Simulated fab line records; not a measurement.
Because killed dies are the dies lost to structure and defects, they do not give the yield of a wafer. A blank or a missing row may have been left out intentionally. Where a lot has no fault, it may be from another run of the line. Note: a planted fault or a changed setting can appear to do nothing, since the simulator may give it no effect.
Code-filled problem report in 8D (eight disciplines) form    flow sky130    the parts of the form that need people (team, actions taken, sign-off) are left out

1. PROBLEM STATEMENT
chamber_pressure_mTorr at SKY_METAL4_METAL_ETCH_18 reads a mean of 7.996 mTorr on 6 wafers of 2 lots; wafers without a fault read 10.000 mTorr with a standard deviation of 0.01. That is -99 or more standard deviations from the usual mean.
The step: etches the open film in Cl2/BCl3, stops on SiO2, target depth 845 nm, time 183.1 s.
Seen first at day 45 09:32 on rie_metal-02, wafer L901.2. Wafers with a number at this step in the record: 36, from 12 lots. Rule for "out", or "out of limits": more than 4 standard deviations from the usual mean. The other wafers with a number count as sound.

2. WHAT IT IS, WHAT IT ISN'T
question                     is                      is not
which readings at this step  chamber_pressure_mTorr  drypump_motor_current_A, oes_product_au, throttle_valve_pct
which lots                   L900, L901              L888, L892, L895, L897, L898, L906, L907, L908, L910, L911
which wafers of those lots   all that have a number  -
read on which tools          rie_metal-02            rie_metal-01, rie_metal-03
when                         from day 45 09:32       up to then (15 sound wafers); but 15 sound wafers of L906, L907, L908, L910, L911 came after

3. SUSPECTS, AND WHAT RULES EACH OUT
Counting: any tool at a process step up to the reading is kept as a suspect provided that every lot that is out went through it and no sound lot did after the first of them.
- rie_metal-02 at SKY_METAL4_METAL_ETCH_18 (etches the open film in Cl2/BCl3, stops on SiO2, target depth 845 nm, time 183.1 s): kept. Every lot that is out went through it, starting with L901 (day 45 09:32), and after that it ran no sound lot; the last sound lot it ran before then is L898 (day 44 23:38). Its own chamber_pressure_mTorr readings are out on those wafers.
Left after counting: rie_metal-02 at SKY_METAL4_METAL_ETCH_18.

4. THE CAUSE (what the simulator had put in)
Process parameter drift: rie_metal-02, from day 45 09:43 on, at SKY_METAL4_METAL_ETCH_18. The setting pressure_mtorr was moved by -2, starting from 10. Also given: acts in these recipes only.
Counting left only this tool.

5. SEQUENCE OF EFFECTS, ordered by route
Rows list readings where the struck wafers' mean (over those with a number) sits beyond 3 standard deviations from the usual. Scope: only readings with a usual standard deviation given in the record; hours: median across lots of the time from each lot's start at the first step in this table that gives one to its start at this step; sigmas: change in usual standard deviations.
hours  step                      reading                 usual         on struck wafers  change  sigmas
0      SKY_METAL4_METAL_ETCH_18  chamber_pressure_mTorr  10.000 mTorr  7.996             -2.004  -99 or more
Its process steps:
- SKY_METAL4_METAL_ETCH_18: etches the open film in Cl2/BCl3, stops on SiO2, target depth 845 nm, time 183.1 s.

6. WHAT WOULD HAVE CAUGHT IT SOONER
In this record the first reading out of limits was taken at day 45 09:32.
